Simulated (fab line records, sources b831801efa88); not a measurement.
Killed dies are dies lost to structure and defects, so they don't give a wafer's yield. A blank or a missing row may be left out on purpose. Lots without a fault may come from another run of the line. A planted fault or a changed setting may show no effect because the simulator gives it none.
Which tool did it? | flow gf180mcu | 13 lots, 39 wafers sampled, at 2 steps of a route of 602

WHAT THE GAUGES READ, wafer by wafer
GF_HV_LDD_CD_MEAS_31: target cd 400 nm. Usual: cd_nm 400.8 nm, standard deviation 2.1.
lot  | measured     | on        | cd_nm (nm)        | flag
L355 | day 11 15:20 | cd_sem-02 | 401.0 400.7 402.1 |
L357 | day 12 05:19 | cd_sem-01 | 401.2 402.5 404.5 |
L358 | day 12 14:17 | cd_sem-01 | 403.5 402.7 402.7 |
L359 | day 13 04:14 | cd_sem-02 | 402.8 399.7 401.3 |
L361 | day 13 19:55 | cd_sem-02 | 397.2 396.5 398.1 |
L365 | day 14 19:04 | cd_sem-01 | 399.6 400.5 399.1 |
L364 | day 14 19:26 | cd_sem-02 | 401.9 403.4 403.4 |
L368 | day 16 02:16 | cd_sem-01 | 401.5 400.8 399.4 |
L371 | day 16 17:40 | cd_sem-01 | 400.8 402.5 401.8 |
L372 | day 17 01:50 | cd_sem-01 | 399.7 399.3 402.4 |
L374 | day 17 21:57 | cd_sem-01 | 398.3 398.1 397.4 |
L375 | day 18 03:58 | cd_sem-01 | 397.5 397.7 397.8 |
L376 | day 18 08:59 | cd_sem-01 | 403.5 401.2 402.3 |

WHICH TOOL RAN EACH LOT (tool, then ch and the chambers of the sampled wafers, then the start)
lot  | GF_POLY_GATE_STRIP_14
L355 | plasma_asher-02 ch 0,1, day 9 04:19
L357 | plasma_asher-01 ch 1, day 9 20:56
L358 | plasma_asher-02 ch 0,1, day 10 04:28
L359 | plasma_asher-01 ch 0,1, day 10 16:14
L361 | plasma_asher-04 ch 1, day 11 01:20
L365 | plasma_asher-02 ch 0,1, day 12 04:28
L364 | plasma_asher-04 ch 0,1, day 12 04:32
L368 | plasma_asher-02 ch 0,1, day 13 09:02
L371 | plasma_asher-01 ch 0,1, day 13 20:14
L372 | plasma_asher-04 ch 0,1, day 14 06:20
L374 | plasma_asher-01 ch 0,1, day 15 00:40
L375 | plasma_asher-04 ch 0,1, day 15 05:08
L376 | plasma_asher-02 ch 0,1, day 15 09:50
- GF_POLY_GATE_STRIP_14: strips in O2/N2.

WHAT THE TOOLS THEMSELVES READ (means of the sampled wafers that have a number; where no wafer has one, the mark that the record gives instead)
GF_POLY_GATE_STRIP_14. Usual: drypump_motor_current_A 5.7 A, standard deviation 0.56; heater_power_w 325 W, standard deviation 34; oes_product_au 0.504 a.u., standard deviation 0.0042.
lot  | tool            | drypump_motor_current_A (A) | heater_power_w (W) | oes_product_au (a.u.) | flag
L355 | plasma_asher-02 | 5.8                         | 335                | 0.509                 |
L357 | plasma_asher-01 | 5.4                         | 294                | 0.505                 |
L358 | plasma_asher-02 | 5.8                         | 332                | 0.500                 |
L359 | plasma_asher-01 | 5.6                         | 329                | 0.504                 |
L361 | plasma_asher-04 | 6.0                         | 373                | 0.502                 |
L365 | plasma_asher-02 | 5.3                         | 317                | 0.504                 |
L364 | plasma_asher-04 | 6.0                         | 349                | 0.504                 |
L368 | plasma_asher-02 | 5.3                         | 312                | 0.499                 |
L371 | plasma_asher-01 | 5.5                         | 311                | 0.500                 |
L372 | plasma_asher-04 | 6.0                         | 341                | 0.506                 |
L374 | plasma_asher-01 | 5.5                         | 314                | 0.507                 |
L375 | plasma_asher-04 | 6.0                         | 342                | 0.506                 |
L376 | plasma_asher-02 | 5.8                         | 334                | 0.504                 |

THE ANSWER, worked out from the rows above alone
Rule: a lot is off if the mean of its wafers that have a number lies more than 3 standard deviations from the usual mean. A lot without any number at a reading at which 4 lots or more have one is off too. The other lots that the step has rows for count as sound. The gauges are gone through in route order, then the tools' own readings, and for those a lot's mean is taken as printed above. The first step at which some lot is off is used, and at that step the reading that is off furthest; a lot without a number counts as furthest.
No lot is off at any reading shown: from this, nothing can be told.

WHAT THE SIMULATOR HAD PUT IN
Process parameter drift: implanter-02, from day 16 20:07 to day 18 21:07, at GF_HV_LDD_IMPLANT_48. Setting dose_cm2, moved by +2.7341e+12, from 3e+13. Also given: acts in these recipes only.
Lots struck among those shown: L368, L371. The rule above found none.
